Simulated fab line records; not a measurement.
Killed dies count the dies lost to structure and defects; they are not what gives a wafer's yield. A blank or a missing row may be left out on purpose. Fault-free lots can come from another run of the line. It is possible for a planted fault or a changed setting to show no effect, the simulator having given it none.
Which tool is to blame? -- flow sky130 -- 36 wafers from 13 lots sampled at 5 of the route's 708 steps

WHAT THE GAUGES SHOWED, per wafer
SKY_FIELD_ISO_CD_MEAS_13: target cd 150 nm. Usual: 150.2 nm for cd-nm, sd 1.6.
lot,measured,on,cd-nm (nm),flag
L574,day 2 05:32,cd-sem-02,149.1 150.3 149.8,
L575,day 2 09:13,cd-sem-02,151.4 150.5 149.6,
L577,day 2 20:16,cd-sem-02,152.6 151.8 152.7,
L578,day 3 01:02,cd-sem-02,153.0 152.0 150.8,
L579,day 3 07:05,cd-sem-02,150.8 151.4 150.7,
L584,day 4 07:10,cd-sem-02,149.2 150.4,
L585,day 4 13:04,cd-sem-02,146.7 148.1,
L586,day 4 18:29,cd-sem-02,150.1 151.8,
L591,day 5 20:47,cd-sem-02,150.1 148.5 149.6,
L592,day 6 02:25,cd-sem-02,153.0 151.6 151.9,
L593,day 6 07:43,cd-sem-02,150.0 149.1 150.6,
L595,day 6 18:14,cd-sem-02,149.6 150.2 149.4,
L597,day 7 07:38,cd-sem-02,151.3 150.5 151.1,

SKY_VT_ADJUST_LVTN_TW_MEAS_10. Usual: VT_ADJUST_LVTN_TW 242.1, standard deviation 1.3.
lot,measured,on,VT_ADJUST_LVTN_TW,flag
L574,day 6 20:33,film-metro-02,240.1 241.2 242.7,
L575,day 7 03:50,film-metro-02,242.1 241.7 242.0,
L577,day 7 19:03,film-metro-03,242.4 242.4 242.1,
L578,day 8 01:58,film-metro-02,243.0 241.9 241.6,
L579,day 8 06:52,film-metro-03,242.3 242.6 243.9,
L584,day 9 16:05,film-metro-03,240.5 231.1,OFF
L585,day 9 21:33,film-metro-02,231.8 239.5,OFF
L586,day 10 03:08,film-metro-03,242.1 229.2,OFF
L591,day 11 14:02,film-metro-02,241.3 240.4 241.0,
L592,day 11 19:42,film-metro-01,244.0 242.9 245.1,
L593,day 11 22:28,film-metro-02,240.0 240.9 241.5,
L595,day 12 10:02,film-metro-03,240.5 239.6 240.6,
L597,day 13 03:59,film-metro-01,244.4 244.7 244.2,

TOOL THAT RAN EACH LOT (tool first, then ch and the chambers of the sampled wafers, then the start)
lot,SKY_FIELD_ISO_ETCH_15,SKY_VT_ADJUST_HVTP_STRIP_10,SKY_VT_ADJUST_LVTN_IMPLANT_08
L574,"rie-diel-03 ch 0,1,2, day 2 05:42","plasma-asher-04 ch 0,1, day 6 01:41","implanter-01 ch 0, day 6 20:18"
L575,"rie-diel-04 ch 0,3, day 2 09:20","plasma-asher-01 ch 0,1, day 6 08:35","implanter-04 ch 0, day 7 03:37"
L577,"rie-diel-03 ch 1,3, day 2 20:26","plasma-asher-04 ch 0,1, day 6 22:20","implanter-01 ch 0, day 7 18:48"
L578,"rie-diel-03 ch 1,2,3, day 3 01:12","plasma-asher-04 ch 0,1, day 7 05:46","implanter-02 ch 0, day 8 01:43"
L579,"rie-diel-04 ch 0,1,2, day 3 07:15","plasma-asher-02 ch 0,1, day 7 11:19","implanter-01 ch 0, day 8 06:37"
L584,"rie-diel-04 ch 2,3, day 4 07:17","plasma-asher-04 ch 0,1, day 8 18:13","implanter-02 ch 0, day 9 15:52"
L585,"rie-diel-02 ch 0, day 4 13:11","plasma-asher-01 ch 0,1, day 8 23:30","implanter-02 ch 0, day 9 21:21"
L586,"rie-diel-04 ch 3, day 4 18:37","plasma-asher-02 ch 0,1, day 9 05:40","implanter-02 ch 0, day 10 02:55"
L591,"rie-diel-02 ch 1,2,3, day 5 20:55","plasma-asher-02 ch 0,1, day 10 15:30","implanter-01 ch 0, day 11 13:50"
L592,"rie-diel-04 ch 0,3, day 6 02:34","plasma-asher-04 ch 0,1, day 10 20:20","implanter-04 ch 0, day 11 19:27"
L593,"rie-diel-02 ch 0,3, day 6 07:52","plasma-asher-02 ch 0,1, day 10 22:50","implanter-01 ch 0, day 11 22:13"
L595,"rie-diel-03 ch 1,2, day 6 18:23","plasma-asher-04 ch 0,1, day 11 10:22","implanter-04 ch 0, day 12 09:48"
L597,"rie-diel-03 ch 2,3, day 7 07:46","plasma-asher-01 ch 0,1, day 12 02:58","implanter-01 ch 0, day 13 03:45"
- SKY_FIELD_ISO_ETCH_15: etches the open film in CHF3/O2, stops on Si, target depth 180 nm, time 72 s.
- SKY_VT_ADJUST_HVTP_STRIP_10: strips in O2/N2.
- SKY_VT_ADJUST_LVTN_IMPLANT_08

AS READ BY THE TOOLS THEMSELVES (means over the sampled wafers that have a number; for cases with no such wafer, the mark the record gives instead)
SKY_FIELD_ISO_ETCH_15. Usual: drypump-motor-current-A 5.7 A, standard deviation 0.52; oes-product-au 0.948 a.u., standard deviation 0.007; throttle-valve-pct 8.843 %, standard deviation 0.0096.
lot,tool,drypump-motor-current-A (A),oes-product-au (a.u.),throttle-valve-pct (%),flag
L574,rie-diel-03,5.6,0.946,8.842,
L575,rie-diel-04,5.4,0.939,8.830,
L577,rie-diel-03,6.2,0.945,8.841,
L578,rie-diel-03,5.7,0.943,8.845,
L579,rie-diel-04,5.8,0.952,8.846,
L584,rie-diel-04,5.3,0.944,8.835,
L585,rie-diel-02,6.2,0.943,8.841,
L586,rie-diel-04,5.0,0.950,8.834,
L591,rie-diel-02,5.5,0.944,8.848,
L592,rie-diel-04,5.5,0.958,8.842,
L593,rie-diel-02,5.6,0.953,8.849,
L595,rie-diel-03,5.8,0.954,8.844,
L597,rie-diel-03,5.6,0.946,8.835,

SKY_VT_ADJUST_HVTP_STRIP_10. Usual: drypump-motor-current-A 5.6 A, standard deviation 0.45; oes-product-au 0.715 a.u., standard deviation 0.0047; strip-time-to-endpoint-s 14.17 s, standard deviation 0.036.
lot,tool,drypump-motor-current-A (A),oes-product-au (a.u.),strip-time-to-endpoint-s (s),flag
L574,plasma-asher-04,5.2,0.718,14.16,
L575,plasma-asher-01,5.9,0.711,14.18,
L577,plasma-asher-04,5.2,0.715,14.16,
L578,plasma-asher-04,5.5,0.717,14.14,
L579,plasma-asher-02,5.9,0.716,14.11,
L584,plasma-asher-04,5.3,0.718,14.19,
L585,plasma-asher-01,5.9,0.718,14.16,
L586,plasma-asher-02,5.8,0.722,14.21,
L591,plasma-asher-02,5.9,0.715,14.16,
L592,plasma-asher-04,5.5,0.716,14.17,
L593,plasma-asher-02,5.7,0.718,14.21,
L595,plasma-asher-04,5.5,0.714,14.13,
L597,plasma-asher-01,5.9,0.716,14.16,

SKY_VT_ADJUST_LVTN_IMPLANT_08. Usual: 29.998 for beam-energy-keV, sd 0.011.
lot,tool,beam-energy-keV,flag
L574,implanter-01,29.996,
L575,implanter-04,29.992,
L577,implanter-01,29.994,
L578,implanter-02,30.000,
L579,implanter-01,29.988,
L584,implanter-02,30.000,
L585,implanter-02,29.978,
L586,implanter-02,30.015,
L591,implanter-01,29.991,
L592,implanter-04,29.996,
L593,implanter-01,30.003,
L595,implanter-04,29.999,
L597,implanter-01,29.983,

THE ANSWER, worked out from the rows above alone
Rule: take the mean of a lot's wafers that have a number; if it is more than 3 standard deviations from the usual mean, the lot is off. Also off: a lot with no number at a reading for which 4 or more lots have one. Where the step has rows for the other lots, those lots are counted as sound. First the gauges in route order, then the tools' own readings, where a lot's mean is used as printed above. At the first step where some lot is off, the reading lying furthest off is the one used; lots without a number count as furthest.
Off: L584, L585, L586, seen at SKY_VT_ADJUST_LVTN_TW_MEAS_10 (VT_ADJUST_LVTN_TW).
A tool fits if, at a process step before that reading, it ran every lot that is off, and no sound lot after the first of them. The gauges at SKY_VT_ADJUST_LVTN_TW_MEAS_10 are tried like those tools. One fits: SKY_VT_ADJUST_LVTN_IMPLANT_08 on implanter-02. Its last sound lot is L578 (day 8 01:43), its first lot that is off L584 (day 9 15:52): a fault that began between those two fits.

WHAT THE SIMULATOR HAD PUT IN
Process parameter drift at SKY_VT_ADJUST_LVTN_IMPLANT_08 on implanter-02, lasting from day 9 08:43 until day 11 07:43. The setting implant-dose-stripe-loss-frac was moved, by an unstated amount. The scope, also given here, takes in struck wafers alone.
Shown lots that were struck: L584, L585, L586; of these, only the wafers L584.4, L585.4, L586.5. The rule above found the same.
